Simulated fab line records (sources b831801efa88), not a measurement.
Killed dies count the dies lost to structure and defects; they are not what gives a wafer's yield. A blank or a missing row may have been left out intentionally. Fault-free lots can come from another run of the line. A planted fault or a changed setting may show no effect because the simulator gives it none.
Struck lot and sound lot, side by side || flow sky130 || 15 out of 708 route steps
Sound: the wafers L466.3, L466.5, L466.6. Struck: wafers L485.2, L485.4. (L485.1 of the same lot was not struck and is left out.) The cause comes at the end.
Order at every step that has rows: each side's tool, ch and its chambers, its first start. Under that, the readings that differ: sound wafers || struck wafers || difference of the means || sigmas: that difference in standard deviations of wafers without a fault.
alike: words and numbers the same on both sides, and readings whose means are apart by under 2 such deviations; not compared: readings that were withheld, readings missing a value for some wafer, numbers with overlapping values and no deviation given by the record, and bounds like >300 which may hide the same value.
Wherever a step has rows on one side only, a row that says differs or no value, or a row with sigmas, the two part there. Numbers that don't overlap but have no deviation are shown without sigmas and don't part them. A reading that every wafer of one side lacks parts them only if that side has two wafers or more.

SKY_METAL5_SPUTTER_03: material Ti, target thk 5 nm, time 3.3 s.
  struck on pvd_sputter-04, day 49 09:37; sound on pvd_sputter-03, day 44 03:37
  alike: chamber_pressure_pa, throttle_valve_pct
SKY_METAL5_SPUTTER_04: material TiN, target thk 70 nm, time 58.3 s.
  struck on pvd_sputter-04, day 49 09:38; sound on pvd_sputter-03, day 44 03:38
  alike: chamber_pressure_pa, throttle_valve_pct
SKY_METAL5_RS_MEAS_05: uses a four-point probe to measure.
  struck on film_metro-04, day 49 09:41; sound on film_metro-02, day 44 03:44
  alike: METAL5_ALCU_RS
SKY_METAL5_THK_MEAS_06: measures by xrf.
  struck on film_metro-04, day 49 09:48; sound on film_metro-02, day 44 03:50
  alike: METAL5_ALCU_THK
then, 7 steps without rows for these wafers: SKY_METAL5_DEHYDRATE_07 (time 60 s); SKY_METAL5_HMDS_08 (prime time 60 s); SKY_METAL5_COAT_09 (resist thk 1800 nm); SKY_METAL5_SOFTBAKE_10 (time 60 s); SKY_METAL5_EXPOSE_11 (exposes mask MM5, target cd 1600 nm); SKY_METAL5_PEB_12; SKY_METAL5_DEVELOP_13 (develop time 60 s).
SKY_METAL5_DESCUM_14: chemistry O2, time 11 s.
  sound on rie_metal-03 ch 0,1, day 45 01:26; struck on rie_metal-03 ch 0, day 50 01:11
  alike: drypump_motor_current_A, oes_product_au
  not compared: rf_hours_counter_h
SKY_METAL5_METAL_ETCH_15: etches the open film in Cl2/BCl3, stops on SiO2, target depth 1260 nm, time 252 s.
  sound on rie_metal-03 ch 0,1, day 45 01:32; struck on rie_metal-03 ch 0, day 50 01:13
{"reading": "oes_product_au (a.u.)", "sound": "0.895 0.889 0.893", "struck": "0.941 0.939", "difference": "+0.048", "sigmas": "+9"}
{"reading": "run_length_s (s)", "sound": "280.8 280.9 280.5", "struck": "270.1 270.2", "difference": -10.6, "sigmas": -25}
{"reading": "model.NOVOLAK_of_METAL5_COAT_09.thk_nm (nm)", "sound": "1034 1042 1055", "struck": "1066 1072", "difference": "+25", "sigmas": ""}
  alike: drypump_motor_current_A, throttle_valve_pct
  not compared: rf_hours_counter_h
SKY_METAL5_STRIP_16: strips in O2/N2.
  sound on plasma_asher-04 ch 0,1, day 45 01:43; struck on plasma_asher-01 ch 0,1, day 50 01:28
{"reading": "strip_time_to_endpoint_s (s)", "sound": "13.06 13.16 13.30", "struck": "13.41 13.49", "difference": "+0.28", "sigmas": "+3"}
  alike: drypump_motor_current_A, oes_product_au
  not compared: rf_hours_counter_h
then, 1 step without rows for these wafers: SKY_METAL5_STRIP_17 (strips in post etch residue remover, time 1200 s).

== WHERE THEY PART ==
Earliest at SKY_METAL5_METAL_ETCH_15; latest, in this record, at SKY_METAL5_STRIP_16.

WHY: what had been put in by the simulator
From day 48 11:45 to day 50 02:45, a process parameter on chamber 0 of rie_metal-03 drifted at SKY_METAL5_METAL_ETCH_15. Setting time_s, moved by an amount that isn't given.
